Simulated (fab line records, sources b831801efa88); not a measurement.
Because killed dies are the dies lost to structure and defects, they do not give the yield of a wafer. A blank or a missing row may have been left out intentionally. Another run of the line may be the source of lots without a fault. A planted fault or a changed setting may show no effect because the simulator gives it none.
Struck lot and sound lot, side by side	flow sky130	15 steps out of a route of 708
Sound: the wafers L779.1, L779.2, L779.6. The struck wafers were L784.2, L784.5, L784.6. At the end, the cause is stated.
Order at every step that has rows: each side's tool, ch and its chambers, its first start. Under that, the readings that differ: sound wafers	struck wafers	difference of the means	sigmas: that difference in standard deviations of wafers without a fault.
alike: words and numbers the same on both sides, and readings whose means are apart by under 2 such deviations; not compared: readings that were withheld, readings missing a value for some wafer, numbers with overlapping values and no deviation given by the record, and bounds like >300 which may hide the same value.
The two part at a step that has a row with sigmas, a row that says differs or no value, or rows on one side only. Numbers that have no deviation but don't overlap get no sigmas and don't part them. Lack of a reading on every wafer of one side parts them only where that side has two or more wafers.

first, 1 step without rows for these wafers: SKY_POLY_CUT_DEVELOP_07 (develop time 60 s).
SKY_POLY_CUT_CD_MEAS_08: target cd 270 nm.
  sound: cd_sem-02 at day 27 19:00; struck: cd_sem-02 at day 29 19:54
  alike: cd_nm
SKY_POLY_CUT_OVL_MEAS_09:
  sound: overlay-02 at day 27 19:07; struck: overlay-01 at day 29 20:00
  alike: POLY_CUT_OVL
SKY_POLY_CUT_ETCH_10: etches BARC in N2/H2, stops on SiO2, time 45.9 s, target depth 60 nm.
  sound on rie_diel-02 ch 0,2,3, day 27 19:09; struck on rie_diel-03 ch 0,3, day 29 20:02
  alike: drypump_motor_current_A, oes_product_au, throttle_valve_pct
  not compared: rf_hours_counter_h
SKY_POLY_CUT_ETCH_11: etches Si3N4 in CF4/CH2F2/Ar, stops on poly-Si, time 42.5 s, target depth 60 nm.
  sound on rie_diel-02 ch 0,2,3, day 27 19:12; struck on rie_diel-03 ch 0,3, day 29 20:04
  alike: drypump_motor_current_A, oes_product_au, throttle_valve_pct
  not compared: rf_hours_counter_h
SKY_POLY_CUT_STRIP_12: strips in O2/N2.
  sound on plasma_asher-04 ch 0,1, day 27 19:14; struck on plasma_asher-03 ch 0,1, day 29 20:07
  alike: drypump_motor_current_A, o2_flow_sccm, oes_product_au, strip_time_to_endpoint_s
  not compared: rf_hours_counter_h
then, 6 steps without rows for these wafers: SKY_SD_P_DEHYDRATE_00 (time 60 s); SKY_SD_P_HMDS_01 (prime time 60 s); SKY_SD_P_COAT_02 (resist thk 1140 nm); SKY_SD_P_SOFTBAKE_03 (time 60 s); SKY_SD_P_EXPOSE_04 (exposes mask PSDM, target cd 380 nm); SKY_SD_P_PEB_05.
SKY_SD_P_DEVELOP_06: develop time 60 s.
  sound on litho_track-02 ch 0, day 28 23:20; struck on litho_track-03 ch 0, day 31 00:35
reading	sound	struck	difference	sigmas
developer_temp_C (C)	22.89 23.03 23.06	20.64 20.70 20.75	-2.30	-24
SKY_SD_P_CD_MEAS_07: target cd 380 nm.
  sound: cd_sem-01 at day 28 23:29; struck: cd_sem-01 at day 31 00:44
reading	sound	struck	difference	sigmas
cd_nm (nm)	374.9 376.6 375.0	384.1 383.9 386.1	+9.2	+3
-- record jumps: 19 days separate the struck wafers' starts on either side; left off in module SD_P, taken up again in module PAD_OPEN, whose first shown step is the route's number 708 --
SKY_PAD_OPEN_PROBE_99:
  sound: prober-02 at day 48 07:12; struck: prober-01 at day 49 15:26
reading	sound	struck	difference	sigmas
killed_on_rim	11 14 15	22 21 23	+9	+2
killed_short	27 31 38	50 38 46	+13	+2
  alike: killed_at_M0_to_M3, killed_at_M4_up, killed_at_contacts, killed_at_front_end, killed_at_other, killed_dies, killed_open

WHERE THEY PART
At SKY_SD_P_DEVELOP_06 first; at SKY_PAD_OPEN_PROBE_99 last (within this record only).

WHY: the cause the simulator had injected
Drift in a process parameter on litho_track-03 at SKY_SD_P_DEVELOP_06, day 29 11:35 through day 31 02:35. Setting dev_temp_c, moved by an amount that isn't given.
